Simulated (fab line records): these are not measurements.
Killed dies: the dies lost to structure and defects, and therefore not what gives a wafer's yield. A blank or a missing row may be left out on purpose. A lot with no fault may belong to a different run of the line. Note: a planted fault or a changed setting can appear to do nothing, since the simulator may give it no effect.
Which tool did it? / flow gf180mcu / at 1 step of a route of 602, 6 lots with 15 wafers sampled

## WHAT THE GAUGES SHOWED, per wafer
GF_STI_THK_MEAS_30.
lot=L763; measured=day 3 00:30; on=film_metro-04; STI_OXIDATION_02_THK (nm)=9.96 10.10 10.11
lot=L765; measured=day 3 11:15; on=film_metro-04; STI_OXIDATION_02_THK (nm)=9.92 9.98 9.94
lot=L768; measured=day 4 00:45; on=film_metro-04; STI_OXIDATION_02_THK (nm)=10.00 10.03
lot=L770; measured=day 4 09:58; on=film_metro-04; STI_OXIDATION_02_THK (nm)=10.02
lot=L777; measured=day 5 23:13; on=film_metro-03; STI_OXIDATION_02_THK (nm)=9.91 9.91 10.08
lot=L781; measured=day 6 22:52; on=film_metro-03; STI_OXIDATION_02_THK (nm)=10.17 10.11 10.01

## TOOL THAT RAN EACH LOT (tool first, then ch and the chambers of the sampled wafers, then the start)
Record: no process step prior to these readings.

## THE ANSWER, worked out from the rows above alone
Rule: usual is defined by the lots themselves. The widest of any qualifying gaps counts: lots, ordered by their means at a reading, are off when they make up no more than a third of the lots, leave a main group of 4 or more, and stand apart from it by 3 or more times the standard deviation of that group's means. Not used: any main group whose means are identical at the precision the tables above print for the reading. A lot without any number at a reading at which 4 lots or more have one is off too. Any other lot the step has rows for is counted as sound.
No lot is off on any of the readings shown, so nothing can be concluded from this.

## WHAT WAS PUT IN BY THE SIMULATOR
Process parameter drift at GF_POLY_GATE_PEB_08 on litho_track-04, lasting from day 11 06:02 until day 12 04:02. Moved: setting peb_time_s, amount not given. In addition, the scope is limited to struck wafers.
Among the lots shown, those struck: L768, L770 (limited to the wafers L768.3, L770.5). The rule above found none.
